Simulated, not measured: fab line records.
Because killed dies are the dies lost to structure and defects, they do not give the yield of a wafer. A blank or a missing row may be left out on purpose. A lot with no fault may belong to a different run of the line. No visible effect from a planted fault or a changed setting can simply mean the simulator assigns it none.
A struck lot beside a sound one + flow sky130 + 43 steps out of a route of 708
Sound: the wafers L709.4, L709.5, L709.6. The struck wafers were L698.2, L698.4, L698.6. The cause is named last.
Per side, at each step with rows, come the tool, then ch with its chambers, and then its first start. Under that, the readings that differ: sound wafers + struck wafers + difference of the means + sigmas: that difference in standard deviations of wafers without a fault.
alike: same words and numbers on both sides, and readings whose means sit less than 2 such deviations apart. not compared: any withheld reading, any reading some wafer has no value for, any bound like >300 that may hide the same value, and any number with overlapping values for which the record gives no deviation.
Wherever a step has rows on one side only, a row that says differs or no value, or a row with sigmas, the two part there. Numbers that have no deviation but don't overlap get no sigmas and don't part them. A reading that every wafer of one side lacks parts them only if that side has two wafers or more.

first, 4 steps without rows for these wafers: SKY_VIA3_STRIP_16 (strips in O2/N2); SKY_VIA3_STRIP_17 (strips in post etch residue remover, time 1200 s); SKY_VIA3_CLEAN_18 (cleans in IPA, time 180 s); SKY_VIA3_CLEAN_19 (cleans in O3/DIW).
SKY_VIA3_SPUTTER_20: material TiN, target thk 20 nm, time 80 s.
  sound on pvd_sputter-04, day 43 23:55; struck on pvd_sputter-01, day 40 23:15
  alike: throttle_valve_pct
then, 1 step without rows for these wafers: SKY_VIA3_CVD_21 (deposits W, target thk 390 nm, time 117.31 s).
SKY_VIA3_RS_MEAS_22: the measuring method here is four-point-probe.
  sound on film_metro-04, day 44 00:10; struck on film_metro-02, day 40 23:27
  alike: VIA3_W_RS
SKY_VIA3_THK_MEAS_23: measures by xrf.
  sound on film_metro-04, day 44 00:15; struck on film_metro-02, day 40 23:34
  alike: VIA3_W_THK
then, 1 step without rows for these wafers: SKY_VIA3_CMP_24 (polishes, stops on SiO2, t overpolish 20 s, target thk 0 nm).
SKY_METAL4_SPUTTER_00: material Ti, target thk 15 nm, time 10 s.
  sound on pvd_sputter-02, day 44 00:35; struck on pvd_sputter-01, day 40 23:55
  alike: throttle_valve_pct
then, 1 step without rows for these wafers: SKY_METAL4_SPUTTER_01 (material TiN, target thk 20 nm, time 16.7 s).
SKY_METAL4_SPUTTER_02: material AlCu, target thk 735 nm, time 39.1 s.
  sound on pvd_sputter-02, day 44 00:37; struck on pvd_sputter-01, day 40 23:58
  alike: throttle_valve_pct
SKY_METAL4_SPUTTER_03: material Ti, target thk 5 nm, time 3.3 s.
  sound on pvd_sputter-02, day 44 00:40; struck on pvd_sputter-01, day 41 00:00
  alike: throttle_valve_pct
SKY_METAL4_SPUTTER_04: material TiN, target thk 70 nm, time 58.3 s.
  sound on pvd_sputter-02, day 44 00:41; struck on pvd_sputter-01, day 41 00:01
  alike: throttle_valve_pct
then, 1 step without rows for these wafers: SKY_CAP2M_CVD_00 (deposits SiO2, target thk 15.5 nm).
SKY_CAP2M_THK_MEAS_01:
  sound on film_metro-04, day 44 00:47; struck on film_metro-01, day 41 00:06
  alike: CAP2M_CVD_00_THK
then, 1 step without rows for these wafers: SKY_CAP2M_SPUTTER_02 (material TiN, target thk 200 nm, time 166.7 s).
SKY_CAP2M_RS_MEAS_03: the measuring method here is four-point-probe.
  sound on film_metro-03, day 44 00:59; struck on film_metro-03, day 41 00:17
  alike: CAP2M_TIN_RS
SKY_CAP2M_THK_MEAS_04: measures by xrf.
  sound on film_metro-03, day 44 01:04; struck on film_metro-03, day 41 00:23
  alike: CAP2M_TIN_THK
then, 7 steps without rows for these wafers: SKY_CAP2M_DEHYDRATE_05 (time 60 s); SKY_CAP2M_HMDS_06 (prime time 60 s); SKY_CAP2M_COAT_07 (resist thk 1140 nm); SKY_CAP2M_SOFTBAKE_08 (time 60 s); SKY_CAP2M_EXPOSE_09 (exposes mask CAP2M, target cd 1000 nm); SKY_CAP2M_PEB_10; SKY_CAP2M_DEVELOP_11 (develop time 60 s).
SKY_CAP2M_OVL_MEAS_12:
  sound on overlay-01, day 44 22:07; struck on overlay-02, day 41 23:27
| reading        | sound          | struck       | difference | sigmas |
|----------------|----------------|--------------|------------|--------|
| CAP2M_OVL (nm) | -4.1 -2.3 -4.4 | 0.4 -0.9 1.2 | +3.8       | +2     |
then, 1 step without rows for these wafers: SKY_CAP2M_METAL_ETCH_13 (etches TiN in Cl2/BCl3, stops on SiO2, target depth 220 nm, time 62.9 s).
SKY_CAP2M_STRIP_14: strips in O2/N2.
  sound on plasma_asher-03 ch 0,1, day 44 22:14; struck on plasma_asher-03 ch 0,1, day 41 23:33
| reading                      | sound             | struck            | difference | sigmas |
|------------------------------|-------------------|-------------------|------------|--------|
| strip_time_to_endpoint_s (s) | 12.83 12.83 12.77 | 12.72 12.70 12.70 | -0.10      | -2     |
  alike: drypump_motor_current_A, o2_flow_sccm, oes_product_au
  not compared: rf_hours_counter_h
then, 11 steps without rows for these wafers: SKY_CAP2M_STRIP_15 (strips in post etch residue remover, time 1200 s); SKY_CAP2M_CLEAN_16 (cleans in IPA, time 180 s); SKY_CAP2M_CLEAN_17 (cleans in O3/DIW); SKY_METAL4_DEHYDRATE_05 (time 60 s); SKY_METAL4_HMDS_06 (prime time 60 s); SKY_METAL4_COAT_07 (resist thk 60 nm); SKY_METAL4_COAT_08 (resist thk 1140 nm); SKY_METAL4_SOFTBAKE_09 (time 90 s); SKY_METAL4_EXPOSE_10 (exposes mask MM4, target cd 300 nm); SKY_METAL4_PEB_11; SKY_METAL4_DEVELOP_12 (develop time 60 s).
SKY_METAL4_CD_MEAS_13 targets a cd of 300 nm.
  sound on cd_sem-01, day 45 20:13; struck on cd_sem-01, day 42 22:55
  alike: cd_nm
SKY_METAL4_OVL_MEAS_14:
  sound on overlay-01, day 45 20:18; struck on overlay-02, day 42 23:01
  alike: METAL4_OVL
-- the record jumps here: 4 days lie between the struck wafers' starts before and after (it left off in module METAL4 and takes up again in module PAD_OPEN, whose first step shown is number 708 of the route) --
SKY_PAD_OPEN_PROBE_99:
  sound on prober-01, day 49 10:56; struck on prober-02, day 46 20:04
| reading                               | sound                | struck            | difference | sigmas |
|---------------------------------------|----------------------|-------------------|------------|--------|
| defect_limited_yield (%)              | 81.1 80.3 83.5       | 76.2 74.6 79.9    | -4.7       | -2     |
| killed_at_M4_up                       | 7 3 7                | 24 52 21          | +27        | +15    |
| killed_dies                           | 93 97 81             | 117 125 99        | +23        | +2     |
| sort_bin_3_pad_short (%)              | 0.6 0.6 0.6          | 2.0 3.7 1.2       | +1.7       | +4     |
| sort_n_pass                           | 399 395 411          | 375 367 393       | -23        | -2     |
| sort_yield_pct (%)                    | 81.1 80.3 83.5       | 76.2 74.6 79.9    | -4.7       | -2     |
| model.etest.tester.sort_n_pass        | 399 395 411          | 375 367 393       | -23        |        |
| model.etest.tester.sort_yield_pct (%) | 81.1 80.28 83.54     | 76.22 74.59 79.88 | -4.74      |        |
| model.etest.tester.sort_bin_3_pct (%) | 0.6098 0.6098 0.6098 | 2.033 3.659 1.22  | +1.694     |        |
  alike: killed_at_M0_to_M3, killed_at_contacts, killed_at_front_end, killed_at_other, killed_open, killed_short, sort_bin_5_function, sort_bin_6_memory
  not compared: model.etest.tester.sort_bin_5_pct

WHERE THEY PART
At SKY_CAP2M_OVL_MEAS_12 first; at SKY_PAD_OPEN_PROBE_99 last (within this record only).

WHY: what the simulator had put in
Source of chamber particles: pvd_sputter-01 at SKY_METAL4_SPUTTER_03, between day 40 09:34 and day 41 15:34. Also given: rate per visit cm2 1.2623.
